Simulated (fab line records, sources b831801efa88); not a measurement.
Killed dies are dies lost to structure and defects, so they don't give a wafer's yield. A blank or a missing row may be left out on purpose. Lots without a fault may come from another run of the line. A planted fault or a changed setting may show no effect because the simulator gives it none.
Chamber matching | flow sky130 | SKY_POLY_GATE_ETCH_17 on rie_si-02: 4 sister chambers
The step etches poly-Si in HBr/Cl2, stops on SiO2, target depth 180 nm, time 70.5 s. 20 wafers are shown with their chamber, then 10 later ones without.

WAFERS WITH THEIR CHAMBER
wafer  | chamber | drypump_motor_current_A (A) | oes_product_au (a.u.) | throttle_valve_pct (%)
L077.3 | 2       | 5.83                        | 0.970                 | 33.682
L077.4 | 3       | 5.74                        | 0.997                 | 33.676
L077.5 | 0       | 5.71                        | 0.991                 | 33.675
L079.1 | 1       | 6.27                        | 0.988                 | 33.704
L079.4 | 2       | 5.82                        | 0.978                 | 33.682
L079.6 | 1       | 6.30                        | 0.996                 | 33.677
L080.2 | 2       | 5.80                        | 0.963                 | 33.679
L080.4 | 3       | 5.70                        | 0.991                 | 33.693
L080.6 | 2       | 5.80                        | 0.976                 | 33.682
L084.4 | 3       | 5.74                        | 0.991                 | 33.674
L084.5 | 3       | 5.73                        | 0.987                 | 33.677
L084.6 | 0       | 5.73                        | 0.990                 | 33.694
L086.2 | 0       | 5.72                        | 0.985                 | 33.671
L086.5 | 3       | 5.74                        | 1.006                 | 33.684
L086.6 | 0       | 5.72                        | 0.987                 | 33.706
L088.1 | 2       | 5.82                        | 0.963                 | 33.701
L088.2 | 1       | 6.27                        | 0.984                 | 33.709
L088.3 | 0       | 5.72                        | 0.985                 | 33.680
L090.2 | 2       | 5.81                        | 0.965                 | 33.682
L090.3 | 1       | 6.25                        | 0.978                 | 33.685

SIGNATURES (means of the wafers above)
reading                 | chamber 0 | chamber 1 | chamber 2 | chamber 3 | scatter within a chamber
drypump_motor_current_A | 5.7200    | 6.2725    | 5.8133    | 5.7300    | 0.0146
oes_product_au          | 0.98760   | 0.98650   | 0.96917   | 0.99440   | 0.00633
throttle_valve_pct      | 33.68520  | 33.69375  | 33.68467  | 33.68080  | 0.0115
Rule: a wafer's distance from a chamber is the root of the sum, over the readings, of the square of ((its reading less the chamber's mean) divided by the reading's scatter). The wafer belongs to the nearest chamber; if the next one is less than 2 further off, it can't be placed. The scatter: the root of (the sum of the squares of (reading less its chamber's mean) over the shown wafers, divided by (wafers less chambers)).

WAFERS WITHOUT THEIR CHAMBER
wafer  | drypump_motor_current_A (A) | oes_product_au (a.u.) | throttle_valve_pct (%)
L090.5 | 5.70                        | 0.996                 | 33.689
L092.2 | 5.70                        | 0.996                 | 33.690
L092.3 | 5.74                        | 0.992                 | 33.676
L092.4 | 5.79                        | 0.973                 | 33.686
L094.2 | 6.31                        | 0.980                 | 33.689
L094.3 | 5.72                        | 0.988                 | 33.687
L094.5 | 5.73                        | 0.997                 | 33.677
L096.1 | 5.75                        | 0.989                 | 33.679
L096.3 | 5.82                        | 0.969                 | 33.690
L096.4 | 5.71                        | 0.985                 | 33.699

WHICH CHAMBER EACH WENT THROUGH
wafer  | from the rows above     | in truth
L090.5 | can't be placed: 0 or 3 | 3
L092.2 | can't be placed: 0 or 3 | 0
L092.3 | can't be placed: 3 or 0 | 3
L092.4 | 2                       | 2
L094.2 | 1                       | 1
L094.3 | can't be placed: 0 or 3 | 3
L094.5 | can't be placed: 3 or 0 | 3
L096.1 | can't be placed: 3 or 0 | 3
L096.3 | 2                       | 2
L096.4 | can't be placed: 0 or 3 | 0
Placed correctly: 3 of 10. Can't be placed from these rows: 7 (the true chamber is among the candidates in 7). Placed wrongly: 0.
